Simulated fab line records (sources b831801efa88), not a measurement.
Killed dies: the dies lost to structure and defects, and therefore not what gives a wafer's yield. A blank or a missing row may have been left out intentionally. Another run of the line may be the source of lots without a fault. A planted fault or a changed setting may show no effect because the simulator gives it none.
Code-filled problem report in 8D (eight disciplines) form ; flow sky130 ; the parts of the form that need people (team, actions taken, sign-off) are left out

== 1. WHAT WENT WRONG ==
Mean of cdNm at SKY_METAL3_CD_MEAS_13: 349.6 nm across 12 wafers in 4 lots; on wafers with no fault it is 299.7 nm (standard deviation 1.5). That puts it +33 standard deviations away from the usual mean.
The step: target cd 300 nm.
First seen on wafer L222.1, day 42 14:22, on cdSem-01. Wafers with a number at this step in the record: 48, from 16 lots. Rule for "out", or "out of limits": more than 4 standard deviations from the usual mean. All remaining wafers that have a number are taken as sound.

== 2. WHAT THIS IS AND IS NOT ==
question;is;is not
which readings at this step;cdNm;-
which lots;L222, L224, L226, L228;L214, L215, L216, L217, L219, L220, L225, L227, L230, L231, L232, L234
which wafers of those lots;all that have a number;-
read on which gauges;cdSem-01, cdSem-02;-
when;from day 42 14:22;"up to then (18 sound wafers); but 18 sound wafers of L225, L227, L230, L231, L232, L234 came after"

== 3. WHAT RULES OUT EACH SUSPECT ==
Counting: a tool at a process step up to the reading stays a suspect if it ran every lot that is out and no sound lot after the first of them.
- ruled out: the gauge at SKY_METAL3_CD_MEAS_13. Those wafers that are out were read across 2 gauges (cdSem-01, cdSem-02).
- krfScanner-02 at SKY_METAL3_EXPOSE_10 (exposes mask MM3, target cd 300 nm): kept. It ran every lot that is out, first L222 (day 42 02:25), and no sound lot after that; its last sound lot up to then is L220 (day 40 11:21). Out on those wafers are its own readings of exposureDoseMJCm2.
The count leaves krfScanner-02 at SKY_METAL3_EXPOSE_10.

== 4. THE CAUSE (what the simulator had put in) ==
Process parameters drifting: krfScanner-02 at SKY_METAL3_EXPOSE_10, beginning at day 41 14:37. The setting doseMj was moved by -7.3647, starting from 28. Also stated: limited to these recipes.
Only this tool survived the counting.

== 5. THE CHAIN OF EFFECTS, in route order ==
Each row: a reading whose mean over the struck wafers that have a number lies more than 3 standard deviations from the usual. Scope: only readings with a usual standard deviation given in the record; hours: median across lots of the time from each lot's start at the first step in this table that gives one to its start at this step; sigmas: change in usual standard deviations.
hours;step;reading;usual;on struck wafers;change;sigmas
0;SKY_METAL3_EXPOSE_10;exposureDoseMJCm2;28.002;21.327;-6.675;-99 or more
12;SKY_METAL3_CD_MEAS_13;cdNm;299.7 nm;349.6;+49.9;+33
Here are the process steps it includes:
- SKY_METAL3_EXPOSE_10: exposes mask MM3, target cd 300 nm.

== 6. WHAT WOULD HAVE CAUGHT IT SOONER ==
The first out-of-limits reading at a measuring or inspecting step in this record came at day 42 14:22, 24 hours after the fault's start at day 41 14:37.
At SKY_METAL3_EXPOSE_10, the tool's own readings (exposureDoseMJCm2) were out on each struck wafer the step has a row for, so an alarm limit on them would have fired on the first such wafer.
Among the 4 lots that are out, L228 began SKY_METAL3_EXPOSE_10 on krfScanner-02 after day 42 14:22. It would have been spared by a hold on the tool at that moment.
